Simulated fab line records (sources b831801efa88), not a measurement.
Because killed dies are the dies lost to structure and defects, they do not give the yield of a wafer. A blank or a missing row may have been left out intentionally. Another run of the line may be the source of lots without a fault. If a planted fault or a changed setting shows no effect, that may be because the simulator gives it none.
Which of the tools did it? + flow gf180mcu + Sampling: 12 lots, 36 wafers, 3 of 602 route steps

## WHAT EACH GAUGE READ, for each wafer
GF_V2_THK_MEAS_25: measures by xrf.
| lot  | measured     | on            | V2_W_THK (nm) |
|------|--------------|---------------|---------------|
| L075 | day 20 17:33 | film_metro-02 | 349 348 349   |
| L077 | day 21 11:54 | film_metro-01 | 349 353 348   |
| L079 | day 22 05:33 | film_metro-02 | 345 350 348   |
| L081 | day 23 03:58 | film_metro-03 | 346 346 344   |
| L083 | day 23 18:49 | film_metro-02 | 352 352 353   |
| L085 | day 24 13:07 | film_metro-01 | 350 353 354   |
| L087 | day 25 01:16 | film_metro-02 | 348 347 351   |
| L089 | day 25 19:28 | film_metro-02 | 349 347 349   |
| L091 | day 26 08:28 | film_metro-03 | 353 350 352   |
| L093 | day 26 19:41 | film_metro-02 | 350 349 350   |
| L095 | day 27 11:22 | film_metro-02 | 354 350 351   |
| L097 | day 27 23:29 | film_metro-01 | 353 352 354   |

## TOOL THAT RAN EACH LOT (tool first, then ch and the chambers of the sampled wafers, then the start)
| lot  | GF_V1_ETCH_16                      | GF_V2_CVD_23                  |
|------|------------------------------------|-------------------------------|
| L075 | rie_diel-04 ch 0,2, day 18 13:04   | cvd_w-01 ch 0,1, day 20 17:19 |
| L077 | rie_diel-04 ch 0,2,3, day 19 06:52 | cvd_w-02 ch 0, day 21 11:40   |
| L079 | rie_diel-01 ch 0,1,3, day 20 01:25 | cvd_w-02 ch 0,1, day 22 05:19 |
| L081 | rie_diel-03 ch 1,3, day 21 00:55   | cvd_w-01 ch 0,1, day 23 03:43 |
| L083 | rie_diel-04 ch 0,3, day 21 17:41   | cvd_w-01 ch 0,1, day 23 18:34 |
| L085 | rie_diel-03 ch 0,1,3, day 22 11:04 | cvd_w-02 ch 0, day 24 12:46   |
| L087 | rie_diel-01 ch 0,2, day 23 00:17   | cvd_w-01 ch 0,1, day 25 01:02 |
| L089 | rie_diel-01 ch 0,2, day 23 20:31   | cvd_w-02 ch 0,1, day 25 19:15 |
| L091 | rie_diel-03 ch 0,2,3, day 24 10:14 | cvd_w-01 ch 0,1, day 26 08:15 |
| L093 | rie_diel-01 ch 0,3, day 24 21:39   | cvd_w-02 ch 0,1, day 26 19:27 |
| L095 | rie_diel-04 ch 0,1,3, day 25 12:46 | cvd_w-02 ch 1, day 27 11:08   |
| L097 | rie_diel-01 ch 0,2,3, day 26 02:52 | cvd_w-02 ch 0,1, day 27 23:16 |
- GF_V1_ETCH_16: etches BARC in N2/H2.
- GF_V2_CVD_23: deposits W, target thk 350 nm, time 104.94 s.

## THE ANSWER, worked out from the rows above alone
Rule: usual is defined by the lots themselves. Put in order of their means at a reading, lots are off if they are a third of the lots or fewer, leave a main group of 4 or more, and stand apart from it by a gap of 3 or more times the standard deviation of the main group's means; of several such gaps the widest counts. If all means in a main group match to the digits the tables above print for the reading, that group is not used. A lot without any number at a reading at which 4 lots or more have one is off too. Any other lot the step has rows for is counted as sound.
No lot is off on any of the readings shown, so nothing can be concluded from this.

## WHAT HAD BEEN PUT IN BY THE SIMULATOR
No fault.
